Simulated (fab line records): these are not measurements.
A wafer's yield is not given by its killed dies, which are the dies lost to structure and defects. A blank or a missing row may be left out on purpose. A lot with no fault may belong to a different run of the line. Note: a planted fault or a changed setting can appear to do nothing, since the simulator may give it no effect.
The tool behind it: which one?    flow gf180mcu    18 wafers from 6 lots sampled at 2 of the route's 602 steps

== WHAT THE GAUGES READ, wafer by wafer ==
GF_VT_IMPLANT_TW_MEAS_21.
lot   measured      on            VT_IMPLANT_2_TW
L818  day 6 21:04   filmMetro-04  1227 1218 1223
L820  day 7 18:54   filmMetro-04  1225 1231 1226
L825  day 9 02:29   filmMetro-01  1226 1230 1232
L827  day 9 13:10   filmMetro-01  1290 1290 1286
L829  day 10 05:30  filmMetro-01  1286 1291 1293
L837  day 12 00:59  filmMetro-02  1219 1213 1224

== WHAT TOOL EACH LOT RAN ON (gives the tool, then ch and the chambers of the sampled wafers, and finally the start) ==
lot   GF_VT_IMPLANT_IMPLANT_19
L818  implanter-02 ch 0, day 6 20:49
L820  implanter-03 ch 0, day 7 18:39
L825  implanter-03 ch 0, day 9 02:14
L827  implanter-03 ch 0, day 9 12:57
L829  implanter-03 ch 0, day 10 05:15
L837  implanter-01 ch 0, day 12 00:46
- GF_VT_IMPLANT_IMPLANT_19

== THE ANSWER, worked out from the rows above alone ==
Rule: usual is defined by the lots themselves. The widest of any qualifying gaps counts: lots, ordered by their means at a reading, are off when they make up no more than a third of the lots, leave a main group of 4 or more, and stand apart from it by 3 or more times the standard deviation of that group's means. The tables above print the reading to a certain number of digits; a main group whose means all agree to those digits is not used. Also off: a lot with no number at a reading for which 4 or more lots have one. The other lots that the step has rows for count as sound.
Off: L827, L829, at GF_VT_IMPLANT_TW_MEAS_21 (VT_IMPLANT_2_TW). The main group has a mean of 1224 with a standard deviation of 4.1.
A tool fits if, at a process step before that reading, it ran every lot that is off, and no sound lot after the first of them. Gauges at GF_VT_IMPLANT_TW_MEAS_21: tried the same way as those tools. 2 tools fit, implanter-03 at GF_VT_IMPLANT_IMPLANT_19 and filmMetro-01 at GF_VT_IMPLANT_TW_MEAS_21, so this cannot tell which one it is.

== WHAT THE SIMULATOR HAD INSERTED ==
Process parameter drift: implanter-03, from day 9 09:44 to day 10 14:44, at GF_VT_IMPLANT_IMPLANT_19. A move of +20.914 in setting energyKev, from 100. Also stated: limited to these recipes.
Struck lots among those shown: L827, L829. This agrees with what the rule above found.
